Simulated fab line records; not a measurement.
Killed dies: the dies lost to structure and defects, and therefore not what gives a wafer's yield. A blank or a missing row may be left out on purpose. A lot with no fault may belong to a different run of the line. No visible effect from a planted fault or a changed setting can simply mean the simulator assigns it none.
Comparing a struck lot with a sound one    flow sfq line    15 out of 325 route steps
Sound: these wafers, L454.1, L454.2, L454.6. Struck: wafer L464.6 (left out: L464.4, a lot-mate that was not struck); the cause follows at the end.
For every step that has rows: the tool of each side, followed by ch and its chambers, followed by its first start. Under that, the readings that differ: sound wafers    struck wafers    difference of the means    sigmas: that difference in standard deviations of wafers without a fault.
alike: words and numbers the same on both sides, and readings whose means are apart by under 2 such deviations; not compared: readings that were withheld, readings missing a value for some wafer, numbers with overlapping values and no deviation given by the record, and bounds like >300 which may hide the same value.
A row with sigmas, a row that says differs or no value, or rows on one side alone: a step with any of these is where the two part. When numbers do not overlap yet have no deviation, they are printed without sigmas and do not part them. A reading missing from all wafers of one side parts the sides only when that side holds two or more wafers.

first, 1 step without rows for these wafers: SFQ_TRILAYER_M6_STRIP_SOLV_CLEAN_164 (cleans in NMP, time 600 s).
SFQ_TRILAYER_I6_DEP_PECVD_165: deposits SiO2 from SiH4/N2O, time 111.11 s, target thk 500 nm.
  sound on pecvd-02 ch 0,1,2, day 61 08:09; struck on pecvd-01 ch 1, day 63 22:43
  alike: heater power w, throttle valve pct
SFQ_TRILAYER_I6_CMP_CMP_166: polishes SiO2.
  sound on cmp-02 ch 0,1,3, day 61 14:50; struck on cmp-02 ch 3, day 64 00:16
reading              sound          struck  difference  sigmas
motor current A (A)  10.0 11.7 8.7  12.3    +2.2        +3
  alike: time to endpoint s
SFQ_I6_BOW_MEAS_941:
  sound on film metro-02, day 61 17:50; struck on film metro-01, day 64 01:49
  alike: I6_BOW
SFQ_TRILAYER_I6_METRO_MEASURE_167:
  sound on film metro-02, day 61 17:57; struck on film metro-01, day 64 02:29
  alike: thk nm
then, 6 steps without rows for these wafers: SFQ_TRILAYER_I6_VIA_LITHO_COAT_174 (resist thk 62 nm); SFQ_TRILAYER_I6_VIA_LITHO_COAT_169 (resist thk 650 nm); SFQ_TRILAYER_I6_VIA_LITHO_SOFTBAKE_173; SFQ_TRILAYER_I6_VIA_LITHO_EXPOSE_170 (exposes mask I6, target cd 700 nm); SFQ_TRILAYER_I6_VIA_LITHO_PEB_172 (peb time 60 s); SFQ_TRILAYER_I6_VIA_LITHO_DEVELOP_171 (time 60 s).
-- the record jumps here: 5 days lie between the struck wafers' starts before and after --
SFQ_I6_OVL_MEAS_942:
  sound on overlay-02, day 66 03:08; struck on overlay-01, day 68 15:16
  alike: I6_OVL
SFQ_TRILAYER_I6_VIA_BARC_OPEN_VIA_ETCH_235: etches BARC in O2, target depth 125 nm, time 41.7 s.
  sound on rie diel-04 ch 2,3, day 66 03:10; struck on rie diel-02 ch 2, day 68 15:19
reading                                                  sound              struck  difference  sigmas
oes product au (a.u.)                                    0.677 0.688 0.686  0.637   -0.047      -10
run length s (s)                                         69.5 69.2 69.0     79.3    +10.1       +17
model.KrF_of_TRILAYER_I6_VIA_LITHO_COAT_169.thk nm (nm)  573.2 573.5 573.3  560.9   -12.4       
  alike: drypump motor current A
  not compared: rf hours counter h
SFQ_TRILAYER_I6_VIA_ETCH_VIA_ETCH_172: etches SiO2 in CHF3, stops on Nb, target depth 260 nm.
  sound on rie diel-04 ch 2,3, day 66 03:12; struck on rie diel-02 ch 2, day 68 15:23
reading                                                  sound              struck  difference  sigmas
model.KrF_of_TRILAYER_I6_VIA_LITHO_COAT_169.thk nm (nm)  526.9 528.3 528.2  515.5   -12.3       
  alike: drypump motor current A, oes product au
SFQ_TRILAYER_I6_VIA_STRIP_STRIP_173: strips in O2.
  sound on rie metal-02 ch 0,1, day 66 03:19; struck on rie metal-01 ch 0, day 68 15:38
reading                      sound        struck  difference  sigmas
drypump motor current A (A)  6.3 5.6 5.6  5.0     -0.8        -2
  alike: oes product au
  not compared: rf hours counter h

## WHERE THEY PART
At SFQ_TRILAYER_I6_CMP_CMP_166 first; at SFQ_TRILAYER_I6_VIA_STRIP_STRIP_173 last (within this record only).

WHY: what the simulator had put in
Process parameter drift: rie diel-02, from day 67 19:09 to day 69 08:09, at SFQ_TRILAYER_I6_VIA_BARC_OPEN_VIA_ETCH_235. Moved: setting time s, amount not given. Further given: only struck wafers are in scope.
